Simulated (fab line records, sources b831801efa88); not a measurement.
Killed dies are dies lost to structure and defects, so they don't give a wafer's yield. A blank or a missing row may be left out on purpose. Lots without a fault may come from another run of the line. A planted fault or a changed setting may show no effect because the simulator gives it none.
Chamber matching | flow gf180mcu | GF_V1_ETCH_16 on rie_diel-02: 4 sister chambers
The step etches BARC in N2/H2. 16 wafers are shown with their chamber, then 8 later ones without.

WAFERS WITH THEIR CHAMBER
wafer  | chamber | oes_product_au (a.u.) | throttle_valve_pct (%)
L076.1 | 1       | 0.853                 | 13.221
L076.3 | 3       | 0.857                 | 13.221
L076.5 | 2       | 0.858                 | 13.222
L077.2 | 2       | 0.860                 | 13.236
L077.3 | 3       | 0.854                 | 13.220
L077.6 | 2       | 0.848                 | 13.225
L079.1 | 1       | 0.848                 | 13.230
L079.2 | 0       | 0.865                 | 13.210
L079.6 | 3       | 0.859                 | 13.219
L080.1 | 3       | 0.857                 | 13.227
L080.5 | 1       | 0.855                 | 13.231
L080.6 | 2       | 0.861                 | 13.236
L087.1 | 0       | 0.863                 | 13.223
L087.3 | 3       | 0.850                 | 13.233
L087.4 | 1       | 0.853                 | 13.223
L088.2 | 3       | 0.857                 | 13.230

SIGNATURES (means of the wafers above)
reading            | chamber 0 | chamber 1 | chamber 2 | chamber 3 | scatter within a chamber
oes_product_au     | 0.86400   | 0.85225   | 0.85675   | 0.85567   | 0.00395
throttle_valve_pct | 13.21650  | 13.22625  | 13.22975  | 13.22500  | 0.00639
Rule: a wafer's distance from a chamber is the root of the sum, over the readings, of the square of ((its reading less the chamber's mean) divided by the reading's scatter). The wafer belongs to the nearest chamber; if the next one is less than 2 further off, it can't be placed. The scatter: the root of (the sum of the squares of (reading less its chamber's mean) over the shown wafers, divided by (wafers less chambers)).

WAFERS WITHOUT THEIR CHAMBER
wafer  | oes_product_au (a.u.) | throttle_valve_pct (%)
L088.3 | 0.858                 | 13.242
L088.6 | 0.850                 | 13.225
L089.1 | 0.864                 | 13.216
L089.4 | 0.851                 | 13.213
L089.5 | 0.862                 | 13.247
L090.1 | 0.857                 | 13.219
L090.2 | 0.858                 | 13.215
L090.6 | 0.857                 | 13.229

WHICH CHAMBER EACH WENT THROUGH
wafer  | from the rows above               | in truth
L088.3 | can't be placed: 2 or 3 or 1      | 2
L088.6 | can't be placed: 1 or 3 or 2      | 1
L089.1 | 0                                 | 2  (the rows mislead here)
L089.4 | can't be placed: 1 or 3 or 2 or 0 | 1
L089.5 | can't be placed: 2 or 3 or 1 or 0 | 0
L090.1 | can't be placed: 3 or 1 or 2 or 0 | 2
L090.2 | can't be placed: 0 or 3 or 1 or 2 | 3
L090.6 | can't be placed: 2 or 3 or 1      | 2
Placed correctly: 0 of 8. Can't be placed from these rows: 7 (the true chamber is among the candidates in 7). Placed wrongly: 1.
